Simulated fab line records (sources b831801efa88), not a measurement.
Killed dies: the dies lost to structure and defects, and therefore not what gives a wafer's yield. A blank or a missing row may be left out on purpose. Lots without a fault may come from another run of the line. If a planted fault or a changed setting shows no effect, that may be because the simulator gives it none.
Chamber matching | flow sky130 | cmp-02 running SKY_VIA2_CMP_02: 4 sister chambers
The step polishes SiO2. 7 wafers are shown with their chamber, then 7 later ones without.

== WAFERS WITH THEIR CHAMBER ==
wafer  | chamber | motor_current_A (A) | head_pressure_psi (psi)
L139.4 | 3       | 14.0                | 3.996
L141.3 | 1       | 11.9                | 4.011
L143.2 | 1       | 11.9                | 4.005
L143.5 | 0       | 12.2                | 4.011
L143.6 | 3       | 13.5                | 3.995
L144.3 | 2       | 12.8                | 4.023
L144.4 | 0       | 12.7                | 3.986

== WAFERS WITH NO CHAMBER GIVEN ==
wafer  | motor_current_A (A) | head_pressure_psi (psi)
L144.5 | 13.5                | 4.021
L154.3 | 12.4                | 4.004
L154.4 | 11.3                | 3.988
L154.5 | 12.7                | 4.008
L155.2 | 12.8                | 4.007
L155.3 | 11.9                | 4.007
L155.4 | 13.9                | 3.994

== CHAMBER TAKEN BY EACH ==
wafer  | from the rows above          | in truth
L144.5 | can't be placed: 2 or 3 or 0 | 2
L154.3 | can't be placed: 0 or 1 or 2 | 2
L154.4 | can't be placed: 1 or 0      | 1
L154.5 | can't be placed: 0 or 2 or 1 | 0
L155.2 | can't be placed: 0 or 2 or 1 | 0
L155.3 | can't be placed: 1 or 0      | 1
L155.4 | 3                            | 3
1 of 7 placed correctly. Not placeable from these rows: 6 (in 6, the candidates include the true chamber). Number placed wrongly: 0.
How it was worked out, from the rows above alone: a wafer's distance from a chamber is the root of the sum, over the readings, of the square of ((its reading less the chamber's mean) divided by the reading's scatter). The wafer belongs to the nearest chamber; if the next one is less than 2 further off, it can't be placed. For every chamber, the mean is computed from those of its wafers that are shown. The scatter is the square root of a quotient: the sum, over the shown wafers, of each reading's squared deviation from its chamber's mean, divided by wafers minus chambers.
